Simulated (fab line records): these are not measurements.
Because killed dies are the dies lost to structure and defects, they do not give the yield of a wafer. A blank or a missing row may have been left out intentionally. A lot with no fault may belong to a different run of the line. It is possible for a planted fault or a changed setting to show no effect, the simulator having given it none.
Which tool is to blame? :: flow gf180mcu :: 6 lots, 18 wafers sampled, at 2 steps of a route of 602

WHAT THE GAUGES SHOWED, per wafer
GF_M5_CD_MEAS_07 targets a cd of 280 nm.
lot: L686
measured: day 26 11:59
on: cd-sem-02
cd-nm (nm): 282.0 281.7 280.2

lot: L689
measured: day 27 14:37
on: cd-sem-01
cd-nm (nm): 280.3 280.9 279.5

lot: L692
measured: day 28 11:38
on: cd-sem-01
cd-nm (nm): 280.1 279.3 280.5

lot: L696
measured: day 29 19:20
on: cd-sem-01
cd-nm (nm): 279.3 279.6 280.2

lot: L702
measured: day 31 12:36
on: cd-sem-02
cd-nm (nm): 280.2 281.2 280.5

lot: L708
measured: day 32 16:08
on: cd-sem-01
cd-nm (nm): 282.4 281.8 282.3

TOOL THAT RAN EACH LOT (tool first, then ch and the chambers of the sampled wafers, then the start)
lot: L686
GF_V1_SPUTTER_22: pvd-sputter-03, day 18 10:07

lot: L689
GF_V1_SPUTTER_22: pvd-sputter-04, day 19 18:19

lot: L692
GF_V1_SPUTTER_22: pvd-sputter-03, day 20 20:24

lot: L696
GF_V1_SPUTTER_22: pvd-sputter-01, day 22 10:24

lot: L702
GF_V1_SPUTTER_22: pvd-sputter-04, day 24 13:09

lot: L708
GF_V1_SPUTTER_22: pvd-sputter-01, day 26 00:46
- GF_V1_SPUTTER_22: material TiN, target thk 10 nm, time 40 s.

THE ANSWER, worked out from the rows above alone
Rule: usual is defined by the lots themselves. Put in order of their means at a reading, lots are off if they are a third of the lots or fewer, leave a main group of 4 or more, and stand apart from it by a gap of 3 or more times the standard deviation of the main group's means; of several such gaps the widest counts. A main group is skipped when, at the precision printed for the reading in the tables above, its means are all equal. A lot without any number at a reading at which 4 lots or more have one is off too. The other lots that the step has rows for count as sound.
Across all readings shown, no lot is off: no conclusion can be drawn from this.

WHAT THE SIMULATOR HAD INSERTED
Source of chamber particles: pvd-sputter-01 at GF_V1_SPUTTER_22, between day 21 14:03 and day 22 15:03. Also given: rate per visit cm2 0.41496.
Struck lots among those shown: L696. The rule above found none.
